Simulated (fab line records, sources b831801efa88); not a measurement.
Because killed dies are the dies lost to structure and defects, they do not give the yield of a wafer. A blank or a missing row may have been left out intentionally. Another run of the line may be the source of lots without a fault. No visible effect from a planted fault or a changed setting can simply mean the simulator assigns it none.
fab line records -- flow gf180mcu
record lots=6, wafers=18, lastDay=34
route steps=602 shown HV_LDD@197
lots that met no fault: from a run of the same line without faults
startH: the number of hours between the record's first day and the start of the first shown wafer of the lot -- waitH: time in hours since the lot's previous step -- " repeats the value in the row above -- L1.1+2: one row covering several wafers at once -- - no value present, or no start provided -- * or withheld: withheld -- < > ~ a bound
route shown NAME@n: a module of which the file shows steps, and the number in the route of the first -- usual: mean/standard deviation of fault-free wafers -- same: alike in all rows -- chamber/n: place in a boat -- sites: readings site by site -- _std_site: the standard deviation of these -- _edge_site: inner sites' mean taken away from outer sites' mean -- radiusMm: for every site, how far away it sits from the centre of the wafer -- mask NAME#n: copy n -- behind: tool/chamber where the wafer was last shaped -- hold: the reason the lot was held/the length of the hold in hours/how it ended -- device: transistor that didn't switch, given as n, p or np -- end of line: tests run on the same wafers once the route is complete -- a step without rows: its recipe alone -- killed: dies that structure and defects cost at the first sort, which is not the same as the wafer's yield -- map: dies across one wafer; x = killed, . = not, _ = none there
set.NAME: the run value of the setting; set.NAME@STEP: its run value at that earlier step -- model.NAME: the simulator's own value behind a step, which no gauge read
lots at selected steps of the route; one table per step, one row per wafer
services: when a tool's chamber went out of use (startH, in hours from the record's first day, below 0 if earlier), for how many hours, and the reason
## steps
# step GF_HV_LDD_IMPLANT_21
# recipe species=BF2, energyKev=25, doseCm2=5e+13, tiltDeg=7
# step GF_HV_LDD_STRIP_22
# recipe chemistry=O2/N2, powerW=1400, pressureMtorr=1500, platenTempC=250, o2FlowSccm=3000, n2FlowSccm=300, overashFraction=0.5
# usual drypumpMotorCurrentA=5.7/0.33, heaterPowerW=357/42, oesProductAu=0.716/0.0043, stripTimeToEndpointS=12.64/0.034
lot.wafer,tool,chamber,startH,waitH,drypumpMotorCurrentA,heaterPowerW,oesProductAu,rfHoursCounterH,stripTimeToEndpointS
L220.1,plasmaAsher-02,0,250.78,0.1,5.6,316,0.717,49,12.63
L220.2,plasmaAsher-02,1,250.78,0.1,6.0,349,0.715,49,12.61
L220.4,plasmaAsher-02,0,250.78,0.1,5.6,304,0.716,-,12.67
L221.1,plasmaAsher-02,1,253.37,0.1,6.0,353,0.720,50,12.64
L221.5,plasmaAsher-02,1,253.37,0.1,6.0,355,0.718,-,12.68
L221.6,plasmaAsher-02,0,253.37,0.1,5.6,318,0.720,-,12.66
L232.1,plasmaAsher-04,0,348.24,0.1,5.1,413,0.718,70,12.63
L232.4,plasmaAsher-04,1,348.24,0.1,5.7,383,0.714,-,12.69
L232.6,plasmaAsher-04,0,348.24,0.1,5.2,422,0.716,-,12.63
L234.2,plasmaAsher-02,1,353.89,0.1,6.0,346,0.718,61,12.67
L234.3,plasmaAsher-02,0,353.89,0.1,5.6,315,0.720,-,12.66
L234.6,plasmaAsher-02,1,353.89,0.1,6.0,354,0.712,-,12.67
L241.2,plasmaAsher-02,0,406.58,0.1,5.6,317,0.715,68,12.57
L241.3,plasmaAsher-02,0,406.58,0.1,5.6,317,0.728,-,12.53
L241.4,plasmaAsher-02,1,406.58,0.1,6.0,345,0.720,-,12.55
L240.3,plasmaAsher-01,1,410.48,0.1,6.1,418,0.717,-,12.69
L240.4,plasmaAsher-01,0,410.48,0.1,6.3,295,0.715,-,12.64
L240.5,plasmaAsher-01,1,410.48,0.1,6.1,416,0.722,-,12.68
# step GF_HV_LDD_TW_MEAS_23
# usual HV_LDD_2_TW=1067/15
lot.wafer,tool,chamber,startH,waitH,HV_LDD_2_TW
L220.1,filmMetro-03,-,250.88,0.1,1080
L220.2,filmMetro-03,-,250.88,0.1,1074
L220.4,filmMetro-03,-,250.88,0.1,1080
L221.1,filmMetro-03,-,253.47,0.1,1076
L221.5,filmMetro-03,-,253.47,0.1,1080
L221.6,filmMetro-03,-,253.47,0.1,1079
L232.1,filmMetro-01,-,348.34,0.1,1063
L232.4,filmMetro-01,-,348.34,0.1,1067
L232.6,filmMetro-01,-,348.34,0.1,1060
L234.2,filmMetro-03,-,354.00,0.1,1086
L234.3,filmMetro-03,-,354.00,0.1,1079
L234.6,filmMetro-03,-,354.00,0.1,1080
L241.2,filmMetro-03,-,406.69,0.1,1074
L241.3,filmMetro-03,-,406.69,0.1,1079
L241.4,filmMetro-03,-,406.69,0.1,1078
L240.3,filmMetro-01,-,410.56,0.1,1061
L240.4,filmMetro-01,-,410.56,0.1,1066
L240.5,filmMetro-01,-,410.56,0.1,1064
# step GF_HV_LDD_DEHYDRATE_24
# recipe tempC=200, timeS=60
# step GF_HV_LDD_HMDS_25
# recipe primeTimeS=60, primeTempC=120
# step GF_HV_LDD_COAT_26
# recipe resist=NOVOLAK, spinRpm=3000, resistThkNm=1000
# step GF_HV_LDD_SOFTBAKE_27
# recipe tempC=90, timeS=60, resist=NOVOLAK
# step GF_HV_LDD_EXPOSE_28
# recipe maskId=Nplus_HV_AREA, targetCdNm=400, na=0.6, sourceShape=conventional, sigmaOuter=0.6, doseMj=140
# step GF_HV_LDD_PEB_29
# recipe tempC=withheld, timeS=*, resist=NOVOLAK
# step GF_HV_LDD_DEVELOP_30
# recipe developTimeS=60, devTempC=23
# step GF_HV_LDD_CD_MEAS_31
# recipe targetCdNm=400
# usual cdNm=399.3/2.4
lot.wafer,tool,chamber,startH,waitH,cdNm
L220.1,cdSem-02,-,269.74,0.1,399.4
L220.2,cdSem-02,-,269.74,0.1,400.2
L220.4,cdSem-02,-,269.74,0.1,400.5
L221.1,cdSem-01,-,272.44,0.1,394.2
L221.5,cdSem-01,-,272.44,0.1,396.7
L221.6,cdSem-01,-,272.44,0.1,397.0
L232.1,cdSem-01,-,369.93,0.1,397.1
L232.4,cdSem-01,-,369.93,0.1,400.6
L232.6,cdSem-01,-,369.93,0.1,399.3
L234.2,cdSem-02,-,376.40,0.1,397.1
L234.3,cdSem-02,-,376.40,0.1,399.2
L234.6,cdSem-02,-,376.40,0.1,400.4
L241.2,cdSem-02,-,429.65,0.1,403.0
L241.3,cdSem-02,-,429.65,0.1,403.3
L241.4,cdSem-02,-,429.65,0.1,403.2
L240.3,cdSem-01,-,434.46,0.1,399.7
L240.4,cdSem-01,-,434.46,0.1,398.6
L240.5,cdSem-01,-,434.46,0.1,398.6
# step GF_HV_LDD_OVL_MEAS_32
# usual HV_LDD_02_OVL=0.1/1.5
lot.wafer,tool,chamber,startH,waitH,HV_LDD_02_OVL[nm]
L220.1,overlay-01,-,269.86,0.1,-0.6
L220.2,overlay-01,-,269.86,0.1,-1.5
L220.4,overlay-01,-,269.86,0.1,-0.4
L221.1,overlay-01,-,272.56,0.1,0.9
L221.5,overlay-01,-,272.56,0.1,1.3
L221.6,overlay-01,-,272.56,0.1,1.4
L232.1,overlay-01,-,370.08,0.1,1.3
L232.4,overlay-01,-,370.08,0.1,0.0
L232.6,overlay-01,-,370.08,0.1,-1.6
L234.2,overlay-01,-,376.51,0.1,-1.1
L234.3,overlay-01,-,376.51,0.1,-0.6
L234.6,overlay-01,-,376.51,0.1,-3.0
L241.2,overlay-02,-,429.76,0.1,1.9
L241.3,overlay-02,-,429.76,0.1,1.9
L241.4,overlay-02,-,429.76,0.1,1.2
L240.3,overlay-02,-,434.55,0.1,1.7
L240.4,overlay-02,-,434.55,0.1,0.7
L240.5,overlay-02,-,434.55,0.1,1.4
# step GF_HV_LDD_IMPLANT_33
# recipe species=P, energyKev=60, doseCm2=7.5e+12, tiltDeg=30, rotationDeg=0
# usual beamEnergyKeV=59.997/0.018, beamOnS=9.99/0.21
lot.wafer,tool,chamber,startH,waitH,beamEnergyKeV,beamOnS
L220.1,implanter-02,0,269.89,0.0,59.982,10.08
L220.2,implanter-02,0,269.89,0.0,60.013,9.88
L220.4,implanter-02,0,269.89,0.0,60.000,9.63
L221.1,implanter-01,0,272.59,0.0,59.995,10.36
L221.5,implanter-01,0,272.59,0.0,60.001,9.78
L221.6,implanter-01,0,272.59,0.0,59.980,10.18
L232.1,implanter-01,-,370.12,0.0,-,-
L232.4,implanter-01,-,370.12,0.0,-,-
L232.6,implanter-01,-,370.12,0.0,-,-
L234.2,implanter-01,-,376.57,0.0,-,-
L234.3,implanter-01,-,376.57,0.0,-,-
L234.6,implanter-01,-,376.57,0.0,-,-
L241.2,implanter-02,0,429.81,0.0,60.007,10.19
L241.3,implanter-02,0,429.81,0.0,59.999,9.81
L241.4,implanter-02,0,429.81,0.0,59.975,9.99
L240.3,implanter-02,0,434.63,0.1,60.004,10.21
L240.4,implanter-02,0,434.63,0.1,59.984,10.15
L240.5,implanter-02,0,434.63,0.1,59.969,9.71
# step GF_HV_LDD_IMPLANT_34
# recipe species=P, energyKev=60, doseCm2=7.5e+12, tiltDeg=30, rotationDeg=90
# step GF_HV_LDD_IMPLANT_35
# recipe species=P, energyKev=60, doseCm2=7.5e+12, tiltDeg=30, rotationDeg=180
# step GF_HV_LDD_IMPLANT_36
# recipe species=P, energyKev=60, doseCm2=7.5e+12, tiltDeg=30, rotationDeg=270
# step GF_HV_LDD_STRIP_37
# recipe chemistry=O2/N2, powerW=1400, pressureMtorr=1500, platenTempC=250, o2FlowSccm=3000, n2FlowSccm=300, overashFraction=0.5
# usual drypumpMotorCurrentA=5.8/0.32, heaterPowerW=354/42, oesProductAu=0.715/0.0049, stripTimeToEndpointS=12.65/0.03
lot.wafer,tool,chamber,startH,waitH,drypumpMotorCurrentA,heaterPowerW,oesProductAu,rfHoursCounterH,stripTimeToEndpointS
L220.1,plasmaAsher-04,1,270.49,0.1,5.7,378,0.724,61,12.69
L220.2,plasmaAsher-04,0,270.49,0.1,5.2,416,0.710,61,12.64
L220.4,plasmaAsher-04,1,270.49,0.1,5.7,388,0.721,-,12.68
L221.1,plasmaAsher-02,1,273.19,0.1,6.0,346,0.712,52,12.65
L221.5,plasmaAsher-02,1,273.19,0.1,6.0,348,0.718,-,12.66
L221.6,plasmaAsher-02,0,273.19,0.1,5.6,312,0.717,-,12.63
L232.1,plasmaAsher-02,1,370.72,0.1,6.0,345,0.714,63,12.65
L232.4,plasmaAsher-02,1,370.72,0.1,6.0,355,0.711,-,12.65
L232.6,plasmaAsher-02,0,370.72,0.1,5.6,315,0.719,-,12.64
L234.2,plasmaAsher-02,1,377.14,0.1,6.0,346,0.717,64,12.66
L234.3,plasmaAsher-02,1,377.14,0.1,6.0,357,0.718,-,12.64
L234.6,plasmaAsher-02,0,377.14,0.1,5.6,310,0.721,-,12.64
L241.2,plasmaAsher-04,0,430.39,0.1,5.2,405,0.716,81,12.59
L241.3,plasmaAsher-04,1,430.39,0.1,5.7,388,0.715,-,12.58
L241.4,plasmaAsher-04,0,430.39,0.1,5.2,412,0.722,-,12.60
L240.3,plasmaAsher-04,0,435.21,0.1,5.2,420,0.719,-,12.58
L240.4,plasmaAsher-04,1,435.21,0.1,5.7,377,0.712,-,12.61
L240.5,plasmaAsher-04,0,435.21,0.1,5.2,415,0.720,-,12.61
# step GF_HV_LDD_TW_MEAS_38
# usual HV_LDD_3_TW=1452/19
lot.wafer,tool,chamber,startH,waitH,HV_LDD_3_TW
L220.1,filmMetro-02,-,270.59,0.1,1437
L220.2,filmMetro-02,-,270.59,0.1,1430
L220.4,filmMetro-02,-,270.59,0.1,1438
L221.1,filmMetro-02,-,273.29,0.1,1435
L221.5,filmMetro-02,-,273.29,0.1,1434
L221.6,filmMetro-02,-,273.29,0.1,1430
L232.1,filmMetro-01,-,370.82,0.1,1326
L232.4,filmMetro-01,-,370.82,0.1,1324
L232.6,filmMetro-01,-,370.82,0.1,1320
L234.2,filmMetro-03,-,377.25,0.1,1333
L234.3,filmMetro-03,-,377.25,0.1,1345
L234.6,filmMetro-03,-,377.25,0.1,1338
L241.2,filmMetro-03,-,430.50,0.1,1473
L241.3,filmMetro-03,-,430.50,0.1,1468
L241.4,filmMetro-03,-,430.50,0.1,1474
L240.3,filmMetro-03,-,435.30,0.1,1482
L240.4,filmMetro-03,-,435.30,0.1,1481
L240.5,filmMetro-03,-,435.30,0.1,1482
# step GF_HV_LDD_DEHYDRATE_39
# recipe tempC=200, timeS=60
# step GF_HV_LDD_HMDS_40
# recipe primeTimeS=60, primeTempC=120
# step GF_HV_LDD_COAT_41
# recipe resist=NOVOLAK, spinRpm=3000, resistThkNm=1000
# step GF_HV_LDD_SOFTBAKE_42
# recipe tempC=90, timeS=60, resist=NOVOLAK
# step GF_HV_LDD_EXPOSE_43
# recipe maskId=Pplus_HV_AREA, targetCdNm=400, na=0.6, sourceShape=conventional, sigmaOuter=0.6, doseMj=140
# step GF_HV_LDD_PEB_44
# recipe tempC=withheld, timeS=*, resist=NOVOLAK
# step GF_HV_LDD_DEVELOP_45
# recipe developTimeS=60, devTempC=23
# step GF_HV_LDD_CD_MEAS_46
# recipe targetCdNm=400
# usual cdNm=399.7/2.1
lot.wafer,tool,chamber,startH,waitH,cdNm
L220.1,cdSem-02,-,289.49,0.1,399.6
L220.2,cdSem-02,-,289.49,0.1,399.5
L220.4,cdSem-02,-,289.49,0.1,401.3
L221.1,cdSem-01,-,293.42,0.1,400.7
L221.5,cdSem-01,-,293.42,0.1,398.6
L221.6,cdSem-01,-,293.42,0.1,401.9
L232.1,cdSem-01,-,393.52,0.1,400.7
L232.4,cdSem-01,-,393.52,0.1,398.5
L232.6,cdSem-01,-,393.52,0.1,398.5
L234.2,cdSem-01,-,400.25,0.1,396.6
L234.3,cdSem-01,-,400.25,0.1,400.8
L234.6,cdSem-01,-,400.25,0.1,398.7
L241.2,cdSem-01,-,454.65,0.1,399.7
L241.3,cdSem-01,-,454.65,0.1,401.0
L241.4,cdSem-01,-,454.65,0.1,402.0
L240.3,cdSem-02,-,460.02,0.1,399.6
L240.4,cdSem-02,-,460.02,0.1,397.1
L240.5,cdSem-02,-,460.02,0.1,396.7
# step GF_HV_LDD_OVL_MEAS_47
# usual HV_LDD_03_OVL=0.8/1.4
lot.wafer,tool,chamber,startH,waitH,HV_LDD_03_OVL[nm]
L220.1,overlay-02,-,289.61,0.1,2.7
L220.2,overlay-02,-,289.61,0.1,2.4
L220.4,overlay-02,-,289.61,0.1,3.0
L221.1,overlay-02,-,293.54,0.1,-0.6
L221.5,overlay-02,-,293.54,0.1,-0.6
L221.6,overlay-02,-,293.54,0.1,-0.5
L232.1,overlay-01,-,393.67,0.1,-1.9
L232.4,overlay-01,-,393.67,0.1,-0.3
L232.6,overlay-01,-,393.67,0.1,-2.3
L234.2,overlay-02,-,400.36,0.1,1.7
L234.3,overlay-02,-,400.36,0.1,1.4
L234.6,overlay-02,-,400.36,0.1,1.6
L241.2,overlay-02,-,454.76,0.1,1.5
L241.3,overlay-02,-,454.76,0.1,1.9
L241.4,overlay-02,-,454.76,0.1,1.5
L240.3,overlay-02,-,460.12,0.1,0.3
L240.4,overlay-02,-,460.12,0.1,0.3
L240.5,overlay-02,-,460.12,0.1,1.0
# step GF_HV_LDD_IMPLANT_48
# recipe species=B, energyKev=25, doseCm2=3e+13, tiltDeg=7
# step GF_HV_LDD_STRIP_49
# recipe chemistry=O2/N2, powerW=1400, pressureMtorr=1500, platenTempC=250, o2FlowSccm=3000, n2FlowSccm=300, overashFraction=0.5
# usual drypumpMotorCurrentA=5.7/0.34, heaterPowerW=368/41, oesProductAu=0.716/0.0046, stripTimeToEndpointS=12.63/0.047
lot.wafer,tool,chamber,startH,waitH,drypumpMotorCurrentA,heaterPowerW,oesProductAu,rfHoursCounterH,stripTimeToEndpointS
L220.1,plasmaAsher-04,0,289.79,0.1,5.1,412,0.716,64,12.60
L220.2,plasmaAsher-04,1,289.79,0.1,5.6,384,0.710,64,12.60
L220.4,plasmaAsher-04,1,289.79,0.1,5.7,373,0.724,-,12.55
L221.1,plasmaAsher-04,1,293.73,0.1,5.7,390,0.717,64,12.62
L221.5,plasmaAsher-04,0,293.73,0.1,5.2,431,0.710,-,12.62
L221.6,plasmaAsher-04,1,293.73,0.1,5.7,376,0.712,-,12.63
L232.1,plasmaAsher-04,1,393.86,0.1,5.7,379,0.720,77,12.64
L232.4,plasmaAsher-04,1,393.86,0.1,5.7,381,0.720,-,12.68
L232.6,plasmaAsher-04,0,393.86,0.1,5.1,423,0.716,-,12.65
L234.2,plasmaAsher-04,1,400.54,0.1,5.7,382,0.724,78,12.64
L234.3,plasmaAsher-04,0,400.54,0.1,5.2,426,0.717,-,12.61
L234.6,plasmaAsher-04,1,400.54,0.1,5.7,386,0.721,-,12.66
L241.2,plasmaAsher-02,0,454.94,0.1,5.6,316,0.711,73,12.60
L241.3,plasmaAsher-02,0,454.94,0.1,5.6,314,0.715,-,12.59
L241.4,plasmaAsher-02,1,454.94,0.1,6.0,354,0.719,-,12.58
L240.3,plasmaAsher-02,1,460.32,0.1,6.0,340,0.712,-,12.60
L240.4,plasmaAsher-02,0,460.32,0.1,5.6,318,0.714,-,12.54
L240.5,plasmaAsher-02,0,460.32,0.1,5.6,319,0.720,-,12.57
# step GF_HV_LDD_TW_MEAS_50
# usual HV_LDD_4_TW=573/7
lot.wafer,tool,chamber,startH,waitH,HV_LDD_4_TW
L220.1,filmMetro-01,-,289.89,0.1,574
L220.2,filmMetro-01,-,289.89,0.1,575
L220.4,filmMetro-01,-,289.89,0.1,575
L221.1,filmMetro-01,-,293.83,0.1,574
L221.5,filmMetro-01,-,293.83,0.1,575
L221.6,filmMetro-01,-,293.83,0.1,578
L232.1,filmMetro-02,-,393.96,0.1,572
L232.4,filmMetro-02,-,393.96,0.1,571
L232.6,filmMetro-02,-,393.96,0.1,569
L234.2,filmMetro-01,-,400.65,0.1,574
L234.3,filmMetro-01,-,400.65,0.1,576
L234.6,filmMetro-01,-,400.65,0.1,570
L241.2,filmMetro-01,-,455.05,0.1,573
L241.3,filmMetro-01,-,455.05,0.1,576
L241.4,filmMetro-01,-,455.05,0.1,580
L240.3,filmMetro-01,-,460.41,0.1,575
L240.4,filmMetro-01,-,460.41,0.1,573
L240.5,filmMetro-01,-,460.41,0.1,573
# step GF_HV_LDD_CLEAN_51
# recipe chemistry=SC1/SC2, mix=1:4:20, tempC=70, timeS=150, dry=n2Spin
# step GF_HV_LDD_RTA_52
# recipe tempC=1000, timeS=10, ambient=N2
# usual chamberO2Ppm=1.999/0.023, lampPowerPct=34/4, wafer_temp_C_max=1005.3/1.2
lot.wafer,tool,chamber,startH,waitH,chamberO2Ppm,lampPowerPct,wafer_temp_C_max
L220.1,rtpAnneal-02,0,290.00,0.0,2.038,38,1004.4
L220.2,rtpAnneal-02,0,290.00,0.0,1.998,38,1004.8
L220.4,rtpAnneal-02,0,290.00,0.0,2.026,38,1007.3
L221.1,rtpAnneal-02,0,293.94,0.0,2.045,38,1004.6
L221.5,rtpAnneal-02,0,293.94,0.0,2.009,38,1004.7
L221.6,rtpAnneal-02,0,293.94,0.0,2.012,38,1005.6
L232.1,rtpAnneal-01,0,394.07,0.0,2.026,30,1005.3
L232.4,rtpAnneal-01,0,394.07,0.0,2.011,30,1005.0
L232.6,rtpAnneal-01,0,394.07,0.0,2.031,30,1005.4
L234.2,rtpAnneal-02,0,400.76,0.0,2.039,38,1004.3
L234.3,rtpAnneal-02,0,400.76,0.0,2.000,38,1003.8
L234.6,rtpAnneal-02,0,400.76,0.0,2.046,38,1004.3
L241.2,rtpAnneal-02,0,455.17,0.0,1.991,38,1005.1
L241.3,rtpAnneal-02,0,455.17,0.0,2.001,38,1004.2
L241.4,rtpAnneal-02,0,455.17,0.0,2.012,38,1006.1
L240.3,rtpAnneal-02,0,460.52,0.0,2.025,38,1005.2
L240.4,rtpAnneal-02,0,460.52,0.0,2.032,38,1004.5
L240.5,rtpAnneal-02,0,460.52,0.0,2.002,38,1003.3
# step GF_HV_LDD_RS_MEAS_53
# recipe thkMeasGauge=four-point-probe
# usual HV_LDD_RS=417.9/0.89
lot.wafer,tool,chamber,startH,waitH,HV_LDD_RS[ohm/sq]
L220.1,filmMetro-02,-,290.07,0.1,417.2
L220.2,filmMetro-02,-,290.07,0.1,417.6
L220.4,filmMetro-02,-,290.07,0.1,418.1
L221.1,filmMetro-03,-,294.00,0.1,417.5
L221.5,filmMetro-03,-,294.00,0.1,417.2
L221.6,filmMetro-03,-,294.00,0.1,417.1
L232.1,filmMetro-02,-,394.14,0.1,440.6
L232.4,filmMetro-02,-,394.14,0.1,438.7
L232.6,filmMetro-02,-,394.14,0.1,440.5
L234.2,filmMetro-02,-,400.84,0.1,438.6
L234.3,filmMetro-02,-,400.84,0.1,439.4
L234.6,filmMetro-02,-,400.84,0.1,438.2
L241.2,filmMetro-02,-,455.24,0.1,417.1
L241.3,filmMetro-02,-,455.24,0.1,417.5
L241.4,filmMetro-02,-,455.24,0.1,417.3
L240.3,filmMetro-02,-,460.61,0.1,417.0
L240.4,filmMetro-02,-,460.61,0.1,416.8
L240.5,filmMetro-02,-,460.61,0.1,417.5
# step GF_HV_LDD_CVD_54
# recipe material=SiO2, targetThkNm=10, precursor=TEOS, tempC=680, timeS=75, pressureMtorr=400
## services
tool,chamber,startH,hours,kind
plasmaAsher-01,-,240.03,42.7,repair
implanter-02,-,242.97,4.9,repair
implanter-02,-,244.65,1.1,repair
implanter-01,-,275.65,2.3,repair
plasmaAsher-02,-,286.77,5.9,repair
implanter-02,-,304.53,2.4,repair
plasmaAsher-04,-,305.50,0.6,repair
rtpAnneal-01,-,339.03,3.8,pm
plasmaAsher-01,-,340.60,1.1,repair
plasmaAsher-01,-,344.27,54.7,repair
rtpAnneal-01,-,357.76,1.3,pm
plasmaAsher-01,-,421.25,9.0,pm
plasmaAsher-01,0,421.25,9.0,ventCycle
plasmaAsher-01,1,421.25,9.0,ventCycle
plasmaAsher-01,0,430.25,-,clean
plasmaAsher-01,1,430.25,-,clean
plasmaAsher-02,-,439.13,2.3,repair
## key
firstSign step=GF_HV_LDD_IMPLANT_33, reading=toolRecord, direction=missing
effect step=GF_HV_LDD_TW_MEAS_38, reading=HV_LDD_3_TW, direction=down, sigmas=6.3, usual=1452, struck=1331
effect step=GF_HV_LDD_RS_MEAS_53, reading=HV_LDD_RS, direction=up, sigmas=24, usual=417.9, struck=439.3
metAt GF_HV_LDD_IMPLANT_33
struckWafers L232.1,L232.4,L232.6,L234.2,L234.3,L234.6
laterRowsLeftOut L232.1,L232.4,L232.6,L234.2,L234.3,L234.6
sortLeftOut L232.1,L232.4,L232.6,L234.2,L234.3,L234.6
testerLeftOut L232,L234
onsetBetween 272.59 370.12
fault kind=skippedStepWhole, tool=implanter-01, chamber=-, onsetH=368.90, steps=GF_HV_LDD_IMPLANT_33, scope=struckLotsOnly
# testerLeftOut: of these lots the tester's yield and bins aren't shown, on N5 and GAA mostly nor the transistor test; their killed dies are dies lost to structure and defects alone, not to doping, threshold or leakage, so they don't give the yield
# sortLeftOut: the simulated sort isn't trusted on such a fault, so these wafers' sort isn't shown, and their yield isn't known
# laterRowsLeftOut: the simulator's readings of these wafers behind a module that went badly wrong aren't trusted and aren't shown, but for the sort
